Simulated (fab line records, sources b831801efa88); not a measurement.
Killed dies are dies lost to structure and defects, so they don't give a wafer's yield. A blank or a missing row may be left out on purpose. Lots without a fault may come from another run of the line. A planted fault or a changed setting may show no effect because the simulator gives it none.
fab line records	flow gf180mcu
[record] lots = 11	wafers = 33	lastDay = 34
route steps=602 shown NSD@245 M3@412 V3@450
lots with no fault: from the same line, run without faults
startH: the number of hours between the record's first day and the start of the first shown wafer of the lot	waitH: hours elapsed since this lot's preceding step	" the same as in the row above	L1.1+2: a row that stands for several wafers	- value missing, or start not given	* or withheld: withheld	< > ~ a bound
route shown NAME@n: NAME is a module with steps in the file, n the number in the route of the first one	usual: the fault-free wafers' mean and standard deviation	same: alike in all rows	chamber/n: place in a boat	sites: the reading at each site	_std_site: how widely they spread, as a standard deviation	_edge_site: mean of outer sites minus mean of inner sites	radiusMm: for every site, how far away it sits from the centre of the wafer	mask NAME#n: copy n	behind: the last tool/chamber to shape the wafer	hold: what put the lot on hold/how long, in hours/how the hold closed	device: names the non-switching transistor (n, p or np)	end of line: the same wafers' tests at the end of the route	where a step has no rows: the recipe by itself	killed: count of dies lost to structure and defects at first sort (not the wafer's yield)	map: a wafer's dies, x killed, . not, _ none there
set.NAME: the setting that was run; set.NAME@STEP: the one run at that earlier step	model.NAME: the simulator's own value behind a step, which no gauge read
one table for each step of the route and one row for each wafer, over a sample of lots
services: a tool's chamber out of use, with start hour (startH, from the record's first day; less than 0 if before it), hours out, and reason
[[steps]]
[step GF_NSD_IMPLANT_10]
[recipe] species = P	energyKev = 40	doseCm2 = 5e+14	tiltDeg = 7
[usual] beamOnS = 10.00/0.21	doseIonsCm2 = 5e+14/6.3e+11	endStationPressureTorr = 7.3e-06/3.9e-07	faradayCurrentUA = 2788/58
lot.wafer	tool	chamber	startH	waitH	beamOnS	doseIonsCm2	endStationPressureTorr	faradayCurrentUA
L567.1	implanter-03	0	303.41	0.1	10.11	4.992e+14	7.2e-06	2752
L567.2	"	0	"	"	10.05	4.995e+14	7.6e-06	2786
L567.5	"	0	"	"	10.08	4.998e+14	6.8e-06	2767
L570.1	implanter-03	0	322.31	0.1	10.03	4.999e+14	7.6e-06	2797
L570.2	"	0	"	"	9.88	4.999e+14	7.6e-06	2811
L570.4	"	0	"	"	10.24	4.999e+14	7.7e-06	2718
L571.3	implanter-01	0	334.26	0.1	10.12	5.005e+14	6.8e-06	2765
L571.5	"	0	"	"	9.88	5.007e+14	6.9e-06	2822
L571.6	"	0	"	"	9.58	4.998e+14	6.6e-06	2901
L572.2	implanter-04	0	339.43	0.1	10.14	5.011e+14	7.6e-06	2750
L572.4	"	0	"	"	9.84	5.013e+14	7.3e-06	2811
L572.6	"	0	"	"	10.19	5.004e+14	7.3e-06	2735
L573.3	implanter-01	0	351.34	0.1	10.12	5.011e+14	7.9e-06	2760
L573.5	"	0	"	"	9.95	5.003e+14	7.8e-06	2798
L573.6	"	0	"	"	9.87	4.999e+14	6.5e-06	2806
L574.2	implanter-03	0	356.51	0.1	10.53	4.994e+14	6.9e-06	2646
L574.3	"	0	"	"	9.72	4.997e+14	6.9e-06	2866
L574.6	"	0	"	"	10.27	4.994e+14	7.5e-06	2713
L581.1	implanter-01	0	413.30	0.1	9.95	4.997e+14	7.7e-06	2795
L581.4	"	0	"	"	9.91	5.006e+14	7.1e-06	2820
L581.6	"	0	"	"	10.03	5.006e+14	6.8e-06	2768
L587.1	implanter-03	0	460.13	0.1	10.08	2.191e+14	6.2e-06	1217
L587.2	"	0	"	"	10.17	2.194e+14	6e-06	1203
L587.5	"	0	"	"	10.14	2.191e+14	6.1e-06	1208
L588.2	implanter-03	0	468.68	0.1	9.99	2.193e+14	6.5e-06	1231
L588.3	"	0	"	"	9.74	2.193e+14	5.9e-06	1259
L588.6	"	0	"	"	10.28	2.183e+14	5.9e-06	1183
L589.1	implanter-01	0	490.15	0.1	9.85	4.985e+14	7.6e-06	2821
L589.4	"	0	"	"	10.30	4.992e+14	7.7e-06	2699
L589.6	"	0	"	"	10.12	4.994e+14	6.8e-06	2748
L590.2	implanter-01	0	492.98	0.1	10.27	5.005e+14	6.9e-06	2702
L590.5	"	0	"	"	10.24	5.009e+14	8e-06	2708
L590.6	"	0	"	"	10.03	4.999e+14	6.8e-06	2784
[step GF_NSD_STRIP_11]
[recipe] chemistry = O2/N2	powerW = 1400	pressureMtorr = 1500	platenTempC = 250	o2FlowSccm = 3000	n2FlowSccm = 300	overashFraction = 0.5
[usual] drypumpMotorCurrentA = 5.60/0.19	heaterPowerW = 329/32	oesProductAu = 0.487/0.0047	stripTimeToEndpointS = 22.94/0.033
lot.wafer	tool	chamber	startH	waitH	drypumpMotorCurrentA	heaterPowerW	oesProductAu	rfHoursCounterH	stripTimeToEndpointS
L567.1	plasmaAsher-04	1	303.56	0.1	5.76	276	0.488	70	22.98
L567.2	"	0	"	"	5.24	317	0.493	70	22.95
L567.5	"	1	"	"	5.79	278	0.485	-	22.99
L570.1	plasmaAsher-03	0	322.46	0.1	5.78	328	0.490	19	23.03
L570.2	"	1	"	"	5.58	342	0.498	19	22.98
L570.4	"	0	"	"	5.79	316	0.483	-	22.94
L571.3	plasmaAsher-03	1	334.40	0.1	5.55	349	0.489	-	22.93
L571.5	"	0	"	"	5.77	320	0.490	-	22.97
L571.6	"	1	"	"	5.56	332	0.478	-	22.92
L572.2	plasmaAsher-03	0	339.56	0.1	5.76	331	0.487	21	22.89
L572.4	"	1	"	"	5.55	343	0.482	-	22.89
L572.6	"	1	"	"	5.56	339	0.479	-	22.92
L573.3	plasmaAsher-04	0	351.47	0.1	5.24	320	0.479	-	22.89
L573.5	"	1	"	"	5.80	278	0.488	-	22.96
L573.6	"	0	"	"	5.24	328	0.483	-	22.95
L574.2	plasmaAsher-02	0	356.63	0.1	5.70	328	0.488	59	22.97
L574.3	"	0	"	"	5.68	322	0.496	-	22.98
L574.6	"	1	"	"	5.47	388	0.490	-	23.00
L581.1	plasmaAsher-04	1	413.45	0.1	5.83	270	0.491	82	22.95
L581.4	"	1	"	"	5.82	275	0.481	-	22.95
L581.6	"	0	"	"	5.24	331	0.485	-	22.97
L587.1	plasmaAsher-02	1	460.28	0.1	5.47	378	0.485	70	22.63
L587.2	"	0	"	"	5.71	322	0.489	70	22.65
L587.5	"	0	"	"	5.72	316	0.493	-	22.67
L588.2	plasmaAsher-03	1	468.80	0.1	5.58	344	0.488	34	22.63
L588.3	"	0	"	"	5.76	316	0.491	-	22.64
L588.6	"	1	"	"	5.56	333	0.494	-	22.63
L589.1	plasmaAsher-02	0	490.30	0.1	5.72	313	0.485	73	22.89
L589.4	"	1	"	"	5.45	377	0.485	-	22.89
L589.6	"	1	"	"	5.46	383	0.484	-	22.88
L590.2	plasmaAsher-03	0	493.10	0.1	5.76	318	0.490	37	22.98
L590.5	"	1	"	"	5.58	331	0.493	-	22.99
L590.6	"	0	"	"	5.79	319	0.481	-	22.94
[step GF_PSD_RS_MEAS_14]
[recipe] thkMeasGauge = four-point-probe
[usual] NSD_RS = 46.11/0.073
lot.wafer	tool	chamber	startH	waitH	NSD_RS[ohm/sq]
L567.1	filmMetro-01	-	324.69	0.1	46.02
L567.2	"	-	"	"	46.05
L567.5	"	-	"	"	46.13
L570.1	filmMetro-02	-	344.10	0.1	46.15
L570.2	"	-	"	"	46.08
L570.4	"	-	"	"	46.15
L571.3	filmMetro-01	-	356.54	0.1	46.09
L571.5	"	-	"	"	46.12
L571.6	"	-	"	"	46.03
L572.2	filmMetro-01	-	362.51	0.1	46.13
L572.4	"	-	"	"	46.09
L572.6	"	-	"	"	46.16
L573.3	filmMetro-02	-	373.44	0.1	46.09
L573.5	"	-	"	"	46.01
L573.6	"	-	"	"	45.95
L574.2	filmMetro-01	-	379.57	0.1	46.13
L574.3	"	-	"	"	46.16
L574.6	"	-	"	"	46.08
L581.1	filmMetro-02	-	438.65	0.1	46.12
L581.4	"	-	"	"	46.08
L581.6	"	-	"	"	46.15
L587.1	filmMetro-04	-	484.60	0.1	49.81
L587.2	"	-	"	"	48.53
L587.5	"	-	"	"	48.40
L588.2	filmMetro-02	-	493.92	0.1	48.51
L588.3	"	-	"	"	49.53
L588.6	"	-	"	"	48.49
L589.1	filmMetro-01	-	514.00	0.1	46.19
L589.4	"	-	"	"	46.13
L589.6	"	-	"	"	46.24
L590.2	filmMetro-02	-	517.31	0.1	46.09
L590.5	"	-	"	"	45.99
L590.6	"	-	"	"	46.13
[step GF_M3_SPUTTER_03]
[recipe] material = Ti	targetThkNm = 10	substrateTempC = 300	chamberPressurePa = 0.3	powerW = 3000	timeS = 6.7
[usual] cathodeDcPowerW = 3000.0/0.58	throttleValvePct = 30.3/0.97
lot.wafer	tool	chamber	startH	waitH	cathodeDcPowerW	throttleValvePct
L567.1	pvdSputter-02	-	472.82	0.0	2999.8	29.6
L567.2	"	-	"	"	2999.3	30.6
L567.5	"	-	"	"	2999.4	31.0
L570.1	pvdSputter-01	-	492.62	0.0	2999.6	31.4
L570.2	"	-	"	"	3000.4	28.1
L570.4	"	-	"	"	3000.2	31.3
L571.3	pvdSputter-01	-	509.63	0.0	2999.8	28.2
L571.5	"	-	"	"	3000.6	31.6
L571.6	"	-	"	"	3000.1	29.3
L572.2	pvdSputter-01	-	513.95	0.0	3000.0	31.3
L572.4	"	-	"	"	2999.1	28.2
L572.6	"	-	"	"	3000.5	31.5
L573.3	pvdSputter-02	-	525.85	0.0	2999.7	29.7
L573.5	"	-	"	"	3000.1	29.7
L573.6	"	-	"	"	3000.8	31.1
L574.2	pvdSputter-03	-	533.40	0.0	2999.3	31.2
L574.3	"	-	"	"	3000.3	30.8
L574.6	"	-	"	"	3001.0	30.5
L581.1	pvdSputter-02	-	587.15	0.0	3000.4	29.6
L581.4	"	-	"	"	2999.2	29.5
L581.6	"	-	"	"	2999.9	30.7
L587.1	pvdSputter-01	-	628.62	0.0	2999.7	31.5
L587.2	"	-	"	"	2999.6	28.2
L587.5	"	-	"	"	3000.6	31.7
L588.2	pvdSputter-02	-	634.45	0.0	3000.6	29.4
L588.3	"	-	"	"	3000.3	30.6
L588.6	"	-	"	"	3000.3	29.6
L589.1	pvdSputter-01	-	653.00	0.0	2999.9	28.2
L589.4	"	-	"	"	3000.3	31.4
L589.6	"	-	"	"	3000.9	31.4
L590.2	pvdSputter-03	-	654.92	0.0	3000.6	29.6
L590.5	"	-	"	"	2999.9	29.5
L590.6	"	-	"	"	2998.6	30.4
[step GF_M3_SPUTTER_04]
[recipe] material = TiN	targetThkNm = 50	powerW = 6500	timeS = 41.7	chamberPressurePa = 0.4
[usual] cathodeDcPowerW = 6500.0/1.2	throttleValvePct = 30.3/0.96
lot.wafer	tool	chamber	startH	waitH	cathodeDcPowerW	throttleValvePct
L567.1	pvdSputter-02	-	472.84	0.0	6500.3	29.9
L567.2	"	-	"	"	6499.8	30.8
L567.5	"	-	"	"	6500.5	30.9
L570.1	pvdSputter-01	-	492.64	0.0	6499.5	31.6
L570.2	"	-	"	"	6503.3	28.4
L570.4	"	-	"	"	6498.4	31.5
L571.3	pvdSputter-01	-	509.65	0.0	6500.0	28.2
L571.5	"	-	"	"	6499.4	31.5
L571.6	"	-	"	"	6501.2	29.2
L572.2	pvdSputter-01	-	513.97	0.0	6500.5	31.4
L572.4	"	-	"	"	6500.4	28.4
L572.6	"	-	"	"	6498.3	31.5
L573.3	pvdSputter-02	-	525.87	0.0	6500.8	29.8
L573.5	"	-	"	"	6500.0	29.6
L573.6	"	-	"	"	6498.7	30.9
L574.2	pvdSputter-03	-	533.42	0.0	6499.0	31.2
L574.3	"	-	"	"	6500.2	30.8
L574.6	"	-	"	"	6498.6	30.4
L581.1	pvdSputter-02	-	587.17	0.0	6500.9	29.8
L581.4	"	-	"	"	6498.8	29.2
L581.6	"	-	"	"	6499.8	30.9
L587.1	pvdSputter-01	-	628.64	0.0	6501.0	31.4
L587.2	"	-	"	"	6500.7	28.6
L587.5	"	-	"	"	6499.5	31.6
L588.2	pvdSputter-02	-	634.47	0.0	6500.1	29.4
L588.3	"	-	"	"	6499.9	30.5
L588.6	"	-	"	"	6500.0	29.4
L589.1	pvdSputter-01	-	653.02	0.0	6502.3	28.3
L589.4	"	-	"	"	6498.9	31.6
L589.6	"	-	"	"	6500.3	31.4
L590.2	pvdSputter-03	-	654.94	0.0	6499.6	29.6
L590.5	"	-	"	"	6499.4	29.7
L590.6	"	-	"	"	6501.6	30.5
[step GF_V3_SPUTTER_21]
[recipe] material = Ti	targetThkNm = 15	chamberPressurePa = 5	powerW = 2500	substrateTempC = 200	timeS = 80.02
[usual] cathodeDcPowerW = 2500.0/0.4	throttleValvePct = 30.4/0.74
lot.wafer	tool	chamber	startH	waitH	cathodeDcPowerW	throttleValvePct
L567.1	pvdSputter-04	-	522.90	0.0	2500.6	30.3
L567.2	"	-	"	"	2500.5	29.2
L567.5	"	-	"	"	2500.2	31.3
L570.1	pvdSputter-02	-	541.26	0.0	2499.8	30.5
L570.2	"	-	"	"	2500.2	29.6
L570.4	"	-	"	"	2499.9	30.8
L571.3	pvdSputter-02	-	557.56	0.0	2499.5	30.8
L571.5	"	-	"	"	2499.7	30.9
L571.6	"	-	"	"	2499.6	29.9
L572.2	pvdSputter-02	-	560.95	0.0	2499.9	29.5
L572.4	"	-	"	"	2500.4	30.6
L572.6	"	-	"	"	2500.4	30.7
L573.3	pvdSputter-03	-	572.46	0.0	2499.9	30.4
L573.5	"	-	"	"	2500.0	29.5
L573.6	"	-	"	"	2499.0	30.8
L574.2	pvdSputter-04	-	580.21	0.0	2500.7	31.3
L574.3	"	-	"	"	2500.2	30.5
L574.6	"	-	"	"	2499.9	31.0
L581.1	pvdSputter-02	-	631.33	0.0	2499.7	29.5
L581.4	"	-	"	"	2500.4	31.0
L581.6	"	-	"	"	2500.2	29.5
L587.1	pvdSputter-03	-	670.87	0.0	2499.9	30.7
L587.2	"	-	"	"	2500.2	31.4
L587.5	"	-	"	"	2500.3	29.4
L588.2	pvdSputter-02	-	676.23	0.0	2499.7	30.6
L588.3	"	-	"	"	2500.2	29.7
L588.6	"	-	"	"	2500.2	29.5
L589.1	pvdSputter-04	-	694.51	0.0	2500.0	30.1
L589.4	"	-	"	"	2499.9	31.2
L589.6	"	-	"	"	2500.1	29.1
L590.2	pvdSputter-04	-	696.53	0.0	2500.8	28.9
L590.5	"	-	"	"	2499.9	30.4
L590.6	"	-	"	"	2499.4	30.9
[[services]]
tool	chamber	startH	hours	kind
plasmaAsher-03	-	280.49	16.2	pm
pvdSputter-03	-	297.80	9.8	repair
pvdSputter-01	-	303.14	10.4	repair
pvdSputter-02	-	305.26	2.0	repair
implanter-03	-	336.41	3.3	repair
pvdSputter-02	-	356.47	1.5	repair
implanter-03	-	357.60	1.8	repair
plasmaAsher-03	-	360.69	10.0	repair
plasmaAsher-03	-	381.80	1.7	repair
pvdSputter-03	-	394.08	0.8	repair
pvdSputter-03	-	408.94	3.6	repair
pvdSputter-02	-	418.40	2.2	repair
implanter-03	-	444.46	0.6	repair
implanter-01	-	450.55	4.5	pm
implanter-03	-	485.52	6.0	repair
implanter-03	-	494.44	1.1	repair
implanter-03	-	515.44	3.2	repair
pvdSputter-02	-	520.89	0.6	repair
pvdSputter-03	-	539.47	9.2	repair
implanter-01	-	554.00	1.7	repair
implanter-03	-	560.33	0.6	repair
pvdSputter-02	-	577.15	8.9	repair
implanter-03	-	616.00	4.5	pm
pvdSputter-01	-	689.69	1.0	repair
[[key]]
[firstSign] step = GF_NSD_IMPLANT_10	reading = doseIonsCm2	direction = down	sigmas = 99+	usual = 5e+14	struck = 2.191e+14
[effect] step = GF_NSD_IMPLANT_10	reading = faradayCurrentUA	direction = down	sigmas = 27	usual = 2788	struck = 1217
[effect] step = GF_NSD_STRIP_11	reading = stripTimeToEndpointS	direction = down	sigmas = 9.2	usual = *	struck = *
[effect] step = GF_PSD_RS_MEAS_14	reading = NSD_RS	direction = up	sigmas = 38	usual = 46.11	struck = 48.88
metAt GF_NSD_IMPLANT_10
struckLots L587,L588
testerLeftOut L587,L588
notActingAt GF_M3_SPUTTER_03,GF_M3_SPUTTER_04,GF_V3_SPUTTER_21
onsetBetween 356.51 460.13
[fault] kind = processParameterDrift	tool = implanter-03	chamber = -	onsetH = 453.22	steps = GF_NSD_IMPLANT_10	channel = doseCm2	offset = -2.8145e+14	shape = step	endH = 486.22	actsIn = theseRecipesOnly	stated = 5e+14
// testerLeftOut: of these lots the tester's yield and bins aren't shown, on N5 and GAA mostly nor the transistor test; their killed dies are dies lost to structure and defects alone, not to doping, threshold or leakage, so they don't give the yield
